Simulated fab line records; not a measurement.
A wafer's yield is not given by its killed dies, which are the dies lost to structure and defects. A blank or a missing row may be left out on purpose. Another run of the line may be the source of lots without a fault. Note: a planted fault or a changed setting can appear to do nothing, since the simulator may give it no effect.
fab line records    flow sky130    part 2 of 2: steps 32 to 42 of 42
record lots=5  wafers=15  lastDay=49
route steps=708 shown VT_ADJUST_NCORE@127 VT_ADJUST_HVTR@131 VT_ADJUST_PCH@143 SONOS_TUNNEL@154 SONOS_ONO@168
lots with no fault: from the same line, run without faults
startH: hours from the record's first day to the start of the lot's first wafer shown    waitH: hours since the lot's step before    " unchanged from the row above    L1.1+2: a row that stands for several wafers    - no value, or no start given    * or withheld: withheld    < > ~ a bound
route shown NAME@n: a module of which the file shows steps, and the number in the route of the first    usual: mean/standard deviation of fault-free wafers    same: alike in all rows    chamber/n: place in a boat    sites: the reading at each site    _std_site: the values' standard deviation    _edge_site: inner sites' mean taken away from outer sites' mean    radiusMm: for every site, how far away it sits from the centre of the wafer    mask NAME#n: copy n    behind: the most recent tool/chamber to have shaped the wafer    hold: what put the lot on hold/how long, in hours/how the hold closed    device: the n, p or np transistor that did not switch    end of line: the same wafers' tests at the end of the route    step lacking rows: just its recipe    killed: at the first sort, the dies lost to defects and structure; wafer yield is something else    map: shows each die of a wafer: x if killed, . if not, _ if none is there
set.NAME: the setting that was run; set.NAME@STEP: the one run at that earlier step    model.NAME: the simulator's own value behind a step, which no gauge read
lots seen at some steps along the route; tables by step, rows by wafer
services: a tool's chamber out of use, with start hour (startH, from the record's first day; less than 0 if before it), hours out, and reason
## steps
# step SKY_SONOS_TUNNEL_EXPOSE_04
# recipe maskId=TUNM  na=0.6  sourceShape=conventional  sigmaOuter=0.6  polarization=unpolarized  targetCdNm=410  doseMj=136
# usual reticleTempC=22.99/0.11
lot.wafer  tool             chamber  startH  waitH  mask    reticleTempC
L082.1     ilineStepper-02  0        -       -      TUNM#0  23.07
L082.4     "                0        "       "      TUNM#0  23.00
L082.5     "                0        "       "      TUNM#0  23.06
L088.1     ilineStepper-01  0        -       -      TUNM#0  22.94
L088.4     "                0        "       "      TUNM#0  23.04
L088.6     "                0        "       "      TUNM#0  22.84
L092.1     ilineStepper-02  0        -       -      TUNM#0  23.00
L092.2     "                0        "       "      TUNM#0  22.93
L092.6     "                0        "       "      TUNM#0  22.98
L093.1     ilineStepper-01  0        -       -      TUNM#0  22.85
L093.5     "                0        "       "      TUNM#0  22.96
L093.6     "                0        "       "      TUNM#0  22.99
L094.2     ilineStepper-01  0        -       -      TUNM#0  23.03
L094.3     "                0        "       "      TUNM#0  22.92
L094.5     "                0        "       "      TUNM#0  23.04
# step SKY_SONOS_TUNNEL_PEB_05
# recipe tempC=withheld  timeS=*  resist=NOVOLAK
lot.wafer   tool           chamber  startH  waitH
L082.1+4+5  lithoTrack-04  0        -       -
L088.1+4+6  lithoTrack-02  0        -       -
L092.1+2+6  lithoTrack-04  0        -       -
L093.1+5+6  lithoTrack-01  0        -       -
L094.2+3+5  lithoTrack-02  0        -       -
# step SKY_SONOS_TUNNEL_DEVELOP_06
# recipe resist=NOVOLAK  developer=TMAH  developTimeS=60  devTempC=23
# same developTimeS=60
lot.wafer   tool           chamber  startH  waitH
L082.1+4+5  lithoTrack-04  0        311.02  0.1
L088.1+4+6  lithoTrack-02  0        360.14  0.1
L092.1+2+6  lithoTrack-04  0        390.67  0.1
L093.1+5+6  lithoTrack-01  0        403.74  0.1
L094.2+3+5  lithoTrack-02  0        408.37  0.1
# step SKY_SONOS_TUNNEL_CD_MEAS_07
# recipe targetCdNm=410
# usual cdNm=410.4/2
lot.wafer  tool      chamber  startH  waitH  cdNm
L082.1     cdSem-01  -        311.17  0.1    409.8
L082.4     "         -        "       "      410.3
L082.5     "         -        "       "      409.6
L088.1     cdSem-02  -        360.29  0.1    413.5
L088.4     "         -        "       "      411.4
L088.6     "         -        "       "      413.1
L092.1     cdSem-01  -        390.82  0.1    411.1
L092.2     "         -        "       "      412.7
L092.6     "         -        "       "      412.2
L093.1     cdSem-02  -        403.89  0.1    411.4
L093.5     "         -        "       "      412.6
L093.6     "         -        "       "      410.8
L094.2     cdSem-01  -        408.51  0.1    411.7
L094.3     "         -        "       "      410.7
L094.5     "         -        "       "      409.2
# step SKY_SONOS_TUNNEL_OVL_MEAS_08
# usual SONOS_TUNNEL_OVL=-0.2/1.5
lot.wafer  tool        chamber  startH  waitH  SONOS_TUNNEL_OVL[nm]
L082.1     overlay-02  -        311.29  0.1    -1.4
L082.4     "           -        "       "      0.3
L082.5     "           -        "       "      -0.2
L088.1     overlay-01  -        360.41  0.1    -1.6
L088.4     "           -        "       "      -1.1
L088.6     "           -        "       "      0.5
L092.1     overlay-01  -        390.94  0.1    0.4
L092.2     "           -        "       "      -0.5
L092.6     "           -        "       "      -0.8
L093.1     overlay-02  -        404.01  0.1    1.0
L093.5     "           -        "       "      -0.6
L093.6     "           -        "       "      -0.4
L094.2     overlay-01  -        408.62  0.1    -0.7
L094.3     "           -        "       "      1.8
L094.5     "           -        "       "      1.7
# step SKY_SONOS_TUNNEL_IMPLANT_09
# recipe species=B  energyKev=20  doseCm2=1.019e+12  tiltDeg=withheld
# usual doseIonsCm2=1.0188e+12/1.1e+09
lot.wafer  tool          chamber  startH  waitH  doseIonsCm2
L082.1     implanter-01  0        311.33  0.0    1.0172e+12
L082.4     "             0        "       "      1.0194e+12
L082.5     "             0        "       "      1.0183e+12
L088.1     implanter-04  0        360.45  0.0    1.0197e+12
L088.4     "             0        "       "      1.019e+12
L088.6     "             0        "       "      1.0181e+12
L092.1     implanter-01  0        390.98  0.0    1.0184e+12
L092.2     "             0        "       "      1.0184e+12
L092.6     "             0        "       "      1.019e+12
L093.1     implanter-01  0        404.05  0.0    1.0191e+12
L093.5     "             0        "       "      1.021e+12
L093.6     "             0        "       "      1.0197e+12
L094.2     implanter-03  0        408.67  0.0    1.0172e+12
L094.3     "             0        "       "      1.0194e+12
L094.5     "             0        "       "      1.0185e+12
# step SKY_SONOS_TUNNEL_WET_ETCH_10
# recipe chemistry=dHF  targetDepthNm=14  target=SiO2  dilution=100:1  tempC=25  timeS=280
# usual bathHeatDutyPct=6.5/0.82
lot.wafer  tool         chamber  startH  waitH  bathHeatDutyPct
L082.1     wetBench-01  2        311.48  0.1    5.2
L082.4     "            2        "       "      5.3
L082.5     "            2        "       "      5.2
L088.1     wetBench-01  3        360.60  0.1    4.9
L088.4     "            3        "       "      5.7
L088.6     "            3        "       "      5.8
L092.1     wetBench-02  0        391.13  0.1    7.3
L092.2     "            0        "       "      6.8
L092.6     "            0        "       "      7.3
L093.1     wetBench-01  3        404.20  0.1    5.1
L093.5     "            3        "       "      5.9
L093.6     "            3        "       "      5.5
L094.2     wetBench-02  3        408.80  0.1    6.8
L094.3     "            3        "       "      6.6
L094.5     "            3        "       "      6.3
# step SKY_SONOS_TUNNEL_STRIP_11
# recipe chemistry=SPM  timeS=600  tempC=130
# usual bathHeatDutyPct=15.3/1.8
lot.wafer  tool         chamber  startH  waitH  bathHeatDutyPct
L082.1     wetBench-02  2        311.56  0.0    14.3
L082.4     "            2        "       "      13.8
L082.5     "            2        "       "      13.6
L088.1     wetBench-02  0        360.68  0.0    17.5
L088.4     "            0        "       "      16.9
L088.6     "            0        "       "      17.9
L092.1     wetBench-01  0        391.23  0.0    15.8
L092.2     "            0        "       "      16.2
L092.6     "            0        "       "      16.0
L093.1     wetBench-04  0        404.29  0.0    18.4
L093.5     "            0        "       "      18.2
L093.6     "            0        "       "      19.0
L094.2     wetBench-02  0        408.88  0.0    16.6
L094.3     "            0        "       "      17.1
L094.5     "            0        "       "      18.2
# step SKY_SONOS_TUNNEL_TW_MEAS_12
# usual SONOS_TUNNEL_TW=197.9/2.6
lot.wafer  tool          chamber  startH  waitH  SONOS_TUNNEL_TW
L082.1     filmMetro-03  -        311.91  0.0    197.8
L082.4     "             -        "       "      198.2
L082.5     "             -        "       "      197.3
L088.1     filmMetro-02  -        360.86  0.0    193.8
L088.4     "             -        "       "      193.7
L088.6     "             -        "       "      194.3
L092.1     filmMetro-03  -        391.40  0.0    197.5
L092.2     "             -        "       "      197.4
L092.6     "             -        "       "      198.4
L093.1     filmMetro-02  -        404.46  0.0    194.0
L093.5     "             -        "       "      195.2
L093.6     "             -        "       "      195.1
L094.2     filmMetro-01  -        409.07  0.0    201.8
L094.3     "             -        "       "      200.8
L094.5     "             -        "       "      201.5
# step SKY_SONOS_TUNNEL_CLEAN_13
# recipe chemistry=dHF  timeS=20  dilution=100:1  dry=ipaMarangoni
lot.wafer   tool         chamber  startH  waitH
L082.1+4+5  wetBench-04  1        311.97  0.1
L088.1+4+6  wetBench-01  1        360.92  0.1
L092.1+2+6  wetBench-04  1        391.46  0.1
L093.1+5+6  wetBench-02  2        404.52  0.1
L094.2+3+5  wetBench-04  0        409.12  0.0
# step SKY_SONOS_ONO_OXIDATION_00
# recipe tempC=800  ambient=O2  idleTempC=700  rampUpCPerMin=10  rampDownCPerMin=3  stabiliseS=600  purgeS=300  targetThkA=26  oxTimeS=1249
# usual spikeTcCentreC=801.3/0.95
# same purgeS=300
lot.wafer  tool        chamber  startH  waitH  spikeTcCentreC
L082.1     furnace-02  0        312.47  0.5    801.4
L082.4     "           0        "       "      800.8
L082.5     "           0        "       "      802.3
L088.1     furnace-02  0        361.46  0.5    800.3
L088.4     "           0        "       "      802.6
L088.6     "           0        "       "      801.3
L092.1     furnace-01  0        391.84  0.4    801.2
L092.2     "           0        "       "      800.6
L092.6     "           0        "       "      801.9
L093.1     furnace-02  0        404.54  0.0    802.1
L093.5     "           0        "       "      801.2
L093.6     "           0        "       "      801.3
L094.2     furnace-01  0        409.40  0.3    801.4
L094.3     "           0        "       "      801.6
L094.5     "           0        "       "      800.7
## services
tool             chamber  startH  hours  kind
plasmaAsher-03   -        214.73  5.4    repair
implanter-03     -        214.97  2.8    repair
implanter-03     -        229.22  2.8    repair
implanter-01     -        230.11  5.9    pm
implanter-04     -        241.23  9.9    repair
furnace-02       -        253.11  3.2    pm
implanter-04     -        255.79  1.3    repair
plasmaAsher-01   -        269.37  3.2    repair
implanter-01     -        271.46  4.7    repair
wetBench-04      -        282.67  1.9    pm
implanter-03     -        287.56  0.5    repair
ilineStepper-01  -        287.80  1.7    pm
implanter-02     -        292.84  2.2    repair
ilineStepper-01  -        300.71  3.3    repair
plasmaAsher-01   -        334.71  2.2    repair
implanter-01     -        334.84  4.1    repair
ilineStepper-02  -        336.88  4.4    pm
implanter-02     -        341.40  0.9    repair
plasmaAsher-01   -        359.88  2.8    pm
ilineStepper-02  -        360.04  2.1    pm
implanter-01     -        360.78  2.1    pm
wetBench-02      -        363.51  1.2    repair
implanter-02     -        394.73  6.7    pm
wetBench-01      -        407.76  4.4    pm
